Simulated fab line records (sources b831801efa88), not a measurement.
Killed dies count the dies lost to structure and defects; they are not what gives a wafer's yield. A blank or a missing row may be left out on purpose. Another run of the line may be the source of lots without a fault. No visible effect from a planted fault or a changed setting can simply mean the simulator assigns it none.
The tool behind it: which one? / flow sky130 / 72 wafers from 24 lots sampled at 5 of the route's 708 steps

WHAT THE GAUGES READ, wafer by wafer
SKY_METAL1_CD_MEAS_15: target cd 140 nm. Usual: cd nm at 139.4 nm, with a standard deviation of 1.3.
lot=L074; measured=day 33 01:58; on=cd sem-01; cd nm (nm)=138.6 138.9 136.8; flag=
lot=L075; measured=day 33 14:22; on=cd sem-01; cd nm (nm)=137.4 138.2 138.3; flag=
lot=L076; measured=day 33 23:48; on=cd sem-02; cd nm (nm)=141.1 140.7 141.6; flag=
lot=L077; measured=day 34 08:11; on=cd sem-02; cd nm (nm)=139.4 140.1 140.3; flag=
lot=L078; measured=day 34 12:25; on=cd sem-01; cd nm (nm)=138.3 138.7 138.6; flag=
lot=L079; measured=day 35 01:39; on=cd sem-02; cd nm (nm)=141.5 141.8 140.1; flag=
lot=L080; measured=day 35 04:01; on=cd sem-01; cd nm (nm)=140.0 141.0 141.3; flag=
lot=L081; measured=day 35 07:50; on=cd sem-01; cd nm (nm)=139.5 139.2 139.0; flag=
lot=L082; measured=day 35 15:34; on=cd sem-02; cd nm (nm)=138.4 138.4 139.0; flag=
lot=L083; measured=day 36 02:05; on=cd sem-02; cd nm (nm)=136.6 138.0 137.1; flag=
lot=L084; measured=day 36 04:07; on=cd sem-01; cd nm (nm)=139.5 138.4 140.4; flag=
lot=L085; measured=day 36 14:13; on=cd sem-01; cd nm (nm)=139.8 140.5 141.3; flag=
lot=L087; measured=day 37 03:10; on=cd sem-02; cd nm (nm)=141.3 140.9 139.9; flag=
lot=L086; measured=day 37 04:59; on=cd sem-01; cd nm (nm)=136.7 139.0 138.7; flag=
lot=L088; measured=day 37 05:46; on=cd sem-01; cd nm (nm)=137.3 140.2 138.1; flag=
lot=L089; measured=day 37 21:04; on=cd sem-02; cd nm (nm)=139.8 139.6 138.8; flag=
lot=L090; measured=day 38 05:15; on=cd sem-01; cd nm (nm)=140.4 140.6 140.0; flag=
lot=L091; measured=day 38 07:50; on=cd sem-01; cd nm (nm)=140.4 140.0 140.0; flag=
lot=L092; measured=day 38 12:59; on=cd sem-02; cd nm (nm)=138.2 139.1 137.6; flag=
lot=L093; measured=day 39 04:25; on=cd sem-01; cd nm (nm)=139.8 140.1 139.0; flag=
lot=L094; measured=day 39 05:46; on=cd sem-01; cd nm (nm)=139.8 139.8 139.2; flag=
lot=L095; measured=day 39 08:23; on=cd sem-01; cd nm (nm)=140.0 140.2 139.6; flag=
lot=L096; measured=day 39 18:46; on=cd sem-01; cd nm (nm)=139.8 140.2 139.8; flag=
lot=L097; measured=day 40 00:52; on=cd sem-01; cd nm (nm)=139.9 138.8 139.9; flag=

SKY_VIA1_THK_MEAS_01. Usual: VIA1_HDPCVD_THK typically reads 980 nm, with standard deviation 9.8.
lot=L074; measured=day 33 03:10; on=film metro-01; VIA1_HDPCVD_THK (nm)=1002 990 982; flag=
lot=L075; measured=day 33 15:43; on=film metro-04; VIA1_HDPCVD_THK (nm)=981 978 990; flag=
lot=L076; measured=day 34 01:08; on=film metro-04; VIA1_HDPCVD_THK (nm)=970 975 997; flag=
lot=L077; measured=day 34 09:32; on=film metro-04; VIA1_HDPCVD_THK (nm)=967 975 981; flag=
lot=L078; measured=day 34 13:28; on=film metro-02; VIA1_HDPCVD_THK (nm)=968 986 979; flag=
lot=L079; measured=day 35 03:14; on=film metro-04; VIA1_HDPCVD_THK (nm)=993 960 979; flag=
lot=L080; measured=day 35 05:09; on=film metro-04; VIA1_HDPCVD_THK (nm)=969 985 984; flag=
lot=L081; measured=day 35 09:05; on=film metro-02; VIA1_HDPCVD_THK (nm)=970 967 983; flag=
lot=L082; measured=day 35 16:53; on=film metro-04; VIA1_HDPCVD_THK (nm)=993 979 987; flag=
lot=L083; measured=day 36 03:25; on=film metro-02; VIA1_HDPCVD_THK (nm)=981 979 981; flag=
lot=L084; measured=day 36 06:11; on=film metro-04; VIA1_HDPCVD_THK (nm)=971 983 960; flag=
lot=L085; measured=day 36 15:40; on=film metro-04; VIA1_HDPCVD_THK (nm)=957 973 973; flag=
lot=L087; measured=day 37 04:13; on=film metro-04; VIA1_HDPCVD_THK (nm)=982 979 1000; flag=
lot=L086; measured=day 37 06:01; on=film metro-04; VIA1_HDPCVD_THK (nm)=963 966 965; flag=
lot=L088; measured=day 37 06:47; on=film metro-04; VIA1_HDPCVD_THK (nm)=985 995 999; flag=
lot=L089; measured=day 37 22:08; on=film metro-04; VIA1_HDPCVD_THK (nm)=982 1003 998; flag=
lot=L090; measured=day 38 06:19; on=film metro-04; VIA1_HDPCVD_THK (nm)=979 987 977; flag=
lot=L091; measured=day 38 08:53; on=film metro-04; VIA1_HDPCVD_THK (nm)=975 983 981; flag=
lot=L092; measured=day 38 14:01; on=film metro-04; VIA1_HDPCVD_THK (nm)=971 977 977; flag=
lot=L093; measured=day 39 05:27; on=film metro-02; VIA1_HDPCVD_THK (nm)=990 991 972; flag=
lot=L094; measured=day 39 06:51; on=film metro-01; VIA1_HDPCVD_THK (nm)=995 988 999; flag=
lot=L095; measured=day 39 09:25; on=film metro-02; VIA1_HDPCVD_THK (nm)=981 967 972; flag=
lot=L096; measured=day 39 19:49; on=film metro-02; VIA1_HDPCVD_THK (nm)=971 981 973; flag=
lot=L097; measured=day 40 01:54; on=film metro-04; VIA1_HDPCVD_THK (nm)=971 975 975; flag=

SKY_METAL4_OVL_MEAS_14. Usual: METAL4_OVL typically reads -2 nm, with standard deviation 5.1.
lot=L074; measured=day 42 02:23; on=overlay-01; METAL4_OVL (nm)=-5 -10 -4; flag=
lot=L075; measured=day 42 12:50; on=overlay-01; METAL4_OVL (nm)=2 -4 0; flag=
lot=L076; measured=day 42 18:29; on=overlay-02; METAL4_OVL (nm)=-7 -7 -8; flag=
lot=L077; measured=day 43 03:56; on=overlay-02; METAL4_OVL (nm)=-1 -3 5; flag=
lot=L078; measured=day 43 06:32; on=overlay-02; METAL4_OVL (nm)=1 5 -3; flag=
lot=L079; measured=day 43 18:58; on=overlay-01; METAL4_OVL (nm)=-2 -3 -8; flag=
lot=L080; measured=day 43 20:25; on=overlay-01; METAL4_OVL (nm)=3 -3 0; flag=
lot=L081; measured=day 43 23:17; on=overlay-01; METAL4_OVL (nm)=-8 -8 -9; flag=
lot=L082; measured=day 44 07:16; on=overlay-01; METAL4_OVL (nm)=-14 -8 -2; flag=
lot=L083; measured=day 44 18:02; on=overlay-01; METAL4_OVL (nm)=6 0 -5; flag=
lot=L084; measured=day 44 18:38; on=overlay-02; METAL4_OVL (nm)=-5 -5 -8; flag=
lot=L085; measured=day 45 01:17; on=overlay-01; METAL4_OVL (nm)=-4 -7 -7; flag=
lot=L087; measured=day 45 14:10; on=overlay-02; METAL4_OVL (nm)=8 3 10; flag=
lot=L086; measured=day 45 16:38; on=overlay-02; METAL4_OVL (nm)=2 5 -1; flag=
lot=L088; measured=day 45 16:59; on=overlay-02; METAL4_OVL (nm)=1 1 4; flag=
lot=L089; measured=day 46 03:07; on=overlay-01; METAL4_OVL (nm)=-11 -7 -6; flag=
lot=L090; measured=day 46 10:29; on=overlay-01; METAL4_OVL (nm)=-6 -2 4; flag=
lot=L091; measured=day 46 14:53; on=overlay-01; METAL4_OVL (nm)=-2 -7 -4; flag=
lot=L092; measured=day 46 17:06; on=overlay-01; METAL4_OVL (nm)=-5 -16 -6; flag=
lot=L093; measured=day 47 04:29; on=overlay-01; METAL4_OVL (nm)=-6 0 -10; flag=
lot=L094; measured=day 47 08:44; on=overlay-01; METAL4_OVL (nm)=-7 1 2; flag=
lot=L095; measured=day 47 10:51; on=overlay-02; METAL4_OVL (nm)=-4 -8 -5; flag=
lot=L096; measured=day 47 18:14; on=overlay-01; METAL4_OVL (nm)=4 -2 -1; flag=
lot=L097; measured=day 47 22:58; on=overlay-01; METAL4_OVL (nm)=5 2 6; flag=

EACH LOT AND THE TOOL THAT RAN IT (in order: tool; ch and the chambers of the sampled wafers; start)
lot=L074; SKY_METAL2_METAL_ETCH_19=rie metal-02 ch 1, day 35 11:07; SKY_METAL3_ETCH_17=rie diel-04 ch 0,2,3, day 38 20:50
lot=L075; SKY_METAL2_METAL_ETCH_19=rie metal-02 ch 0,1, day 35 23:04; SKY_METAL3_ETCH_17=rie diel-03 ch 0,2, day 39 07:43
lot=L076; SKY_METAL2_METAL_ETCH_19=rie metal-01 ch 0,1, day 36 07:47; SKY_METAL3_ETCH_17=rie diel-02 ch 1,2,3, day 39 15:13
lot=L077; SKY_METAL2_METAL_ETCH_19=rie metal-01 ch 0,1, day 36 16:14; SKY_METAL3_ETCH_17=rie diel-04 ch 2,3, day 39 23:51
lot=L078; SKY_METAL2_METAL_ETCH_19=rie metal-01 ch 0,1, day 36 20:19; SKY_METAL3_ETCH_17=rie diel-04 ch 0,2,3, day 40 03:22
lot=L079; SKY_METAL2_METAL_ETCH_19=rie metal-01 ch 0, day 37 09:40; SKY_METAL3_ETCH_17=rie diel-04 ch 0,2,3, day 40 16:46
lot=L080; SKY_METAL2_METAL_ETCH_19=rie metal-02 ch 0,1, day 37 12:05; SKY_METAL3_ETCH_17=rie diel-03 ch 1,2, day 40 18:11
lot=L081; SKY_METAL2_METAL_ETCH_19=rie metal-01 ch 0,1, day 37 15:00; SKY_METAL3_ETCH_17=rie diel-04 ch 1,2,3, day 40 20:22
lot=L082; SKY_METAL2_METAL_ETCH_19=rie metal-01 ch 0,1, day 37 22:52; SKY_METAL3_ETCH_17=rie diel-03 ch 1,3, day 41 05:29
lot=L083; SKY_METAL2_METAL_ETCH_19=rie metal-01 ch 0,1, day 38 09:28; SKY_METAL3_ETCH_17=rie diel-04 ch 1,2,3, day 41 15:29
lot=L084; SKY_METAL2_METAL_ETCH_19=rie metal-02 ch 0,1, day 38 11:22; SKY_METAL3_ETCH_17=rie diel-02 ch 0,2,3, day 41 16:21
lot=L085; SKY_METAL2_METAL_ETCH_19=rie metal-03 ch 0,1, day 38 20:22; SKY_METAL3_ETCH_17=rie diel-02 ch 0,2,3, day 42 01:24
lot=L087; SKY_METAL2_METAL_ETCH_19=rie metal-03 ch 0,1, day 39 09:19; SKY_METAL3_ETCH_17=rie diel-02 ch 0,2,3, day 42 14:32
lot=L086; SKY_METAL2_METAL_ETCH_19=rie metal-02 ch 0,1, day 39 11:37; SKY_METAL3_ETCH_17=rie diel-03 ch 0,2,3, day 42 16:41
lot=L088; SKY_METAL2_METAL_ETCH_19=rie metal-01 ch 0,1, day 39 12:00; SKY_METAL3_ETCH_17=rie diel-02 ch 0,1,3, day 42 16:49
lot=L089; SKY_METAL2_METAL_ETCH_19=rie metal-03 ch 0,1, day 40 02:49; SKY_METAL3_ETCH_17=rie diel-02 ch 0,2,3, day 43 05:50
lot=L090; SKY_METAL2_METAL_ETCH_19=rie metal-02 ch 0,1, day 40 09:14; SKY_METAL3_ETCH_17=rie diel-03 ch 0,1,3, day 43 12:58
lot=L091; SKY_METAL2_METAL_ETCH_19=rie metal-01 ch 0,1, day 40 12:16; SKY_METAL3_ETCH_17=rie diel-02 ch 1,2,3, day 43 16:31
lot=L092; SKY_METAL2_METAL_ETCH_19=rie metal-02 ch 0,1, day 40 18:14; SKY_METAL3_ETCH_17=rie diel-03 ch 0,1,3, day 43 19:53
lot=L093; SKY_METAL2_METAL_ETCH_19=rie metal-03 ch 0,1, day 41 07:58; SKY_METAL3_ETCH_17=rie diel-04 ch 1,2, day 44 09:02
lot=L094; SKY_METAL2_METAL_ETCH_19=rie metal-01 ch 0,1, day 41 10:52; SKY_METAL3_ETCH_17=rie diel-04 ch 0,2,3, day 44 13:12
lot=L095; SKY_METAL2_METAL_ETCH_19=rie metal-01 ch 1, day 41 13:13; SKY_METAL3_ETCH_17=rie diel-03 ch 0,1,3, day 44 15:31
lot=L096; SKY_METAL2_METAL_ETCH_19=rie metal-03 ch 0,1, day 41 21:34; SKY_METAL3_ETCH_17=rie diel-02 ch 0,2,3, day 44 22:20
lot=L097; SKY_METAL2_METAL_ETCH_19=rie metal-01 ch 0,1, day 42 06:51; SKY_METAL3_ETCH_17=rie diel-04 ch 1,2, day 45 06:27
- SKY_METAL2_METAL_ETCH_19: etches the open film in Cl2/BCl3, stops on SiO2, target depth 360 nm, time 78 s.
- SKY_METAL3_ETCH_17: etches SiO2 in C4F8/O2/Ar, stops on TiN, time 3.9 s, target depth 15 nm.

AS READ BY THE TOOLS THEMSELVES (means over the sampled wafers that have a number; for cases with no such wafer, the mark the record gives instead)
SKY_METAL2_METAL_ETCH_19. Usual: drypump motor current A 5.5 A, standard deviation 0.53; oes product au 0.854 a.u., standard deviation 0.0067; throttle valve pct 22.263 %, standard deviation 0.0086.
lot=L074; tool=rie metal-02; drypump motor current A (A)=5.9; oes product au (a.u.)=0.854; throttle valve pct (%)=22.266; flag=
lot=L075; tool=rie metal-02; drypump motor current A (A)=5.8; oes product au (a.u.)=0.853; throttle valve pct (%)=22.263; flag=
lot=L076; tool=rie metal-01; drypump motor current A (A)=5.1; oes product au (a.u.)=0.857; throttle valve pct (%)=22.265; flag=
lot=L077; tool=rie metal-01; drypump motor current A (A)=5.5; oes product au (a.u.)=0.861; throttle valve pct (%)=22.264; flag=
lot=L078; tool=rie metal-01; drypump motor current A (A)=5.1; oes product au (a.u.)=0.845; throttle valve pct (%)=22.268; flag=
lot=L079; tool=rie metal-01; drypump motor current A (A)=4.7; oes product au (a.u.)=0.858; throttle valve pct (%)=22.268; flag=
lot=L080; tool=rie metal-02; drypump motor current A (A)=5.6; oes product au (a.u.)=0.860; throttle valve pct (%)=22.257; flag=
lot=L081; tool=rie metal-01; drypump motor current A (A)=5.1; oes product au (a.u.)=0.859; throttle valve pct (%)=22.263; flag=
lot=L082; tool=rie metal-01; drypump motor current A (A)=5.1; oes product au (a.u.)=0.861; throttle valve pct (%)=22.265; flag=
lot=L083; tool=rie metal-01; drypump motor current A (A)=5.1; oes product au (a.u.)=0.858; throttle valve pct (%)=22.259; flag=
lot=L084; tool=rie metal-02; drypump motor current A (A)=5.8; oes product au (a.u.)=0.855; throttle valve pct (%)=22.269; flag=
lot=L085; tool=rie metal-03; drypump motor current A (A)=5.5; oes product au (a.u.)=0.845; throttle valve pct (%)=22.268; flag=
lot=L087; tool=rie metal-03; drypump motor current A (A)=5.8; oes product au (a.u.)=0.853; throttle valve pct (%)=22.268; flag=
lot=L086; tool=rie metal-02; drypump motor current A (A)=5.7; oes product au (a.u.)=0.851; throttle valve pct (%)=22.263; flag=
lot=L088; tool=rie metal-01; drypump motor current A (A)=5.5; oes product au (a.u.)=0.848; throttle valve pct (%)=22.262; flag=
lot=L089; tool=rie metal-03; drypump motor current A (A)=5.4; oes product au (a.u.)=0.857; throttle valve pct (%)=22.259; flag=
lot=L090; tool=rie metal-02; drypump motor current A (A)=5.8; oes product au (a.u.)=0.854; throttle valve pct (%)=22.263; flag=
lot=L091; tool=rie metal-01; drypump motor current A (A)=5.5; oes product au (a.u.)=0.851; throttle valve pct (%)=22.265; flag=
lot=L092; tool=rie metal-02; drypump motor current A (A)=5.6; oes product au (a.u.)=0.861; throttle valve pct (%)=22.269; flag=
lot=L093; tool=rie metal-03; drypump motor current A (A)=5.8; oes product au (a.u.)=0.858; throttle valve pct (%)=22.262; flag=
lot=L094; tool=rie metal-01; drypump motor current A (A)=5.1; oes product au (a.u.)=0.856; throttle valve pct (%)=22.255; flag=
lot=L095; tool=rie metal-01; drypump motor current A (A)=5.9; oes product au (a.u.)=0.840; throttle valve pct (%)=22.264; flag=
lot=L096; tool=rie metal-03; drypump motor current A (A)=5.8; oes product au (a.u.)=0.855; throttle valve pct (%)=22.257; flag=
lot=L097; tool=rie metal-01; drypump motor current A (A)=5.1; oes product au (a.u.)=0.852; throttle valve pct (%)=22.260; flag=

SKY_METAL3_ETCH_17. Usual: oes product au at 0.749 a.u., with a standard deviation of 0.0083.
lot=L074; tool=rie diel-04; oes product au (a.u.)=0.750; flag=
lot=L075; tool=rie diel-03; oes product au (a.u.)=0.747; flag=
lot=L076; tool=rie diel-02; oes product au (a.u.)=0.745; flag=
lot=L077; tool=rie diel-04; oes product au (a.u.)=0.742; flag=
lot=L078; tool=rie diel-04; oes product au (a.u.)=0.745; flag=
lot=L079; tool=rie diel-04; oes product au (a.u.)=0.757; flag=
lot=L080; tool=rie diel-03; oes product au (a.u.)=0.744; flag=
lot=L081; tool=rie diel-04; oes product au (a.u.)=0.754; flag=
lot=L082; tool=rie diel-03; oes product au (a.u.)=0.740; flag=
lot=L083; tool=rie diel-04; oes product au (a.u.)=0.747; flag=
lot=L084; tool=rie diel-02; oes product au (a.u.)=0.752; flag=
lot=L085; tool=rie diel-02; oes product au (a.u.)=0.749; flag=
lot=L087; tool=rie diel-02; oes product au (a.u.)=0.746; flag=
lot=L086; tool=rie diel-03; oes product au (a.u.)=0.756; flag=
lot=L088; tool=rie diel-02; oes product au (a.u.)=0.749; flag=
lot=L089; tool=rie diel-02; oes product au (a.u.)=0.748; flag=
lot=L090; tool=rie diel-03; oes product au (a.u.)=0.757; flag=
lot=L091; tool=rie diel-02; oes product au (a.u.)=0.741; flag=
lot=L092; tool=rie diel-03; oes product au (a.u.)=0.742; flag=
lot=L093; tool=rie diel-04; oes product au (a.u.)=0.758; flag=
lot=L094; tool=rie diel-04; oes product au (a.u.)=0.751; flag=
lot=L095; tool=rie diel-03; oes product au (a.u.)=0.758; flag=
lot=L096; tool=rie diel-02; oes product au (a.u.)=0.754; flag=
lot=L097; tool=rie diel-04; oes product au (a.u.)=0.756; flag=

THE ANSWER, worked out from the rows above alone
Rule: a lot counts as off when the mean over its wafers that have a number is more than 3 standard deviations away from the usual mean. Also off: a lot with no number at a reading for which 4 or more lots have one. All remaining lots with rows at the step are treated as sound. First the gauges in route order, then the tools' own readings, where a lot's mean is used as printed above. At the first step where some lot is off, the reading lying furthest off is the one used; lots without a number count as furthest.
No lot is off at any reading shown: from this, nothing can be told.

WHAT THE SIMULATOR HAD PUT IN
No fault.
